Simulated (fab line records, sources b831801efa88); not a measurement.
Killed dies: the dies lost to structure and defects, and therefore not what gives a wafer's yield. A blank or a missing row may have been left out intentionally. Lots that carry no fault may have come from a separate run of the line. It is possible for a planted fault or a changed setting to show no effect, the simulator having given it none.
2 desks, one fault | flow gf180mcu | what lay behind the numbers comes last; until then each desk has only its own

## FROM THE METROLOGY DESK
What the gauges read, lot by lot, whatever tool the lot ran on: means of the sampled wafers that have a number. The brackets show how far a lot's mean lies from the usual mean; more than 4 standard deviations puts the lot out of limits, marked OUT.
Columns: A = V4_W_THK at GF_V4_THK_MEAS_25, usual 352 nm
lot  | first seen here | A
L572 | day 24 12:35    | 356
L573 | day 25 01:43    | 347
L574 | day 25 03:47    | 353
L576 | day 25 18:59    | 356
L583 | day 28 04:14    | 345
L584 | day 28 12:02    | 355
L585 | day 28 16:58    | 355
L590 | day 30 05:10    | 359
L592 | day 30 12:39    | 349
L593 | day 30 22:26    | 358
L594 | day 31 04:15    | 358
L595 | day 31 10:44    | 348
Finding of this desk: none of the 12 lots has anything out of limits.

## FOR THE TOOL OWNER'S DESK: pecvd-01
The tool's own readings at GF_V5_CVD_02 (deposits SiO2 from TEOS, target thk 1450 nm, time 163.28 s): means of the sampled wafers that have a number, for each lot that ran on this tool. The brackets show how far a lot's mean lies from the usual mean; more than 4 standard deviations puts the lot out of limits, marked OUT.
Columns: A = heater power w at GF_V5_CVD_02, usual 648 W; B = rf fwd power W at GF_V5_CVD_02, usual 597.8 W; C = susceptor temp C at GF_V5_CVD_02, usual 399.98 C
lot  | first seen here | A   | B     | C
L576 | day 27 14:34    | 698 | 598.0 | 400.18
L583 | day 29 20:54    | 731 | 597.5 | 400.06
L585 | day 30 08:38    | 677 | 597.3 | 400.01
Finding of this desk: none of the 3 lots has anything out of limits.

## BROUGHT TOGETHER
At the metrology desk, nothing out of limits was observed.
Nothing out of limits was seen by the tool owner's desk.

## WHAT THE SIMULATOR HAD INSERTED
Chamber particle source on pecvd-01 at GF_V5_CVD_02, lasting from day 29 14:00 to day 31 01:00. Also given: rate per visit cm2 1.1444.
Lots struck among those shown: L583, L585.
